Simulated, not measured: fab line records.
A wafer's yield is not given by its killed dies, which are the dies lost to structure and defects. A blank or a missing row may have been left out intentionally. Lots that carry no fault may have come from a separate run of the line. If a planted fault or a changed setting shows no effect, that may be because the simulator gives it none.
Chamber matching :: flow gf180mcu :: GF_V1_CMP_04 on cmp-01: 4 sister chambers
The step polishes SiO2. 4 wafers are shown with their chamber, then 7 later ones without.

## WAFERS, EACH WITH ITS CHAMBER
wafer: L740.6
chamber: 1
motorCurrentA (A): 10.5

wafer: L743.1
chamber: 2
motorCurrentA (A): 11.2

wafer: L743.4
chamber: 0
motorCurrentA (A): 13.0

wafer: L743.5
chamber: 3
motorCurrentA (A): 11.6

## WAFERS MISSING THEIR CHAMBER
wafer: L744.4
motorCurrentA (A): 11.3

wafer: L744.5
motorCurrentA (A): 11.3

wafer: L744.6
motorCurrentA (A): 10.9

wafer: L746.1
motorCurrentA (A): 11.4

wafer: L746.2
motorCurrentA (A): 11.0

wafer: L746.4
motorCurrentA (A): 12.8

wafer: L747.5
motorCurrentA (A): 11.0

## THE CHAMBER EACH PASSED THROUGH
wafer: L744.4
from the rows above: can't be placed: 2 or 3
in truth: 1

wafer: L744.5
from the rows above: can't be placed: 2 or 3
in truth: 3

wafer: L744.6
from the rows above: can't be placed: 2 or 1
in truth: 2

wafer: L746.1
from the rows above: can't be placed: 3 or 2
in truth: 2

wafer: L746.2
from the rows above: can't be placed: 2 or 1
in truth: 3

wafer: L746.4
from the rows above: 0
in truth: 0

wafer: L747.5
from the rows above: can't be placed: 2 or 1
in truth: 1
Placed correctly: 1 of 7. These rows do not allow placing 6 (true chamber among the candidates in 4). Placed wrongly: 0.
How it was worked out, from the rows above alone: a wafer's distance from a chamber is the root of the sum, over the readings, of the square of ((its reading less the chamber's mean) divided by the reading's scatter). If the next closest chamber is less than 2 further off than the closest, the wafer can't be placed; otherwise it belongs to the closest. For every chamber, the mean is computed from those of its wafers that are shown. The scatter (one wafer shown for each chamber): square how far every hidden wafer sits from the nearest shown wafer, average those squares and take the square root.
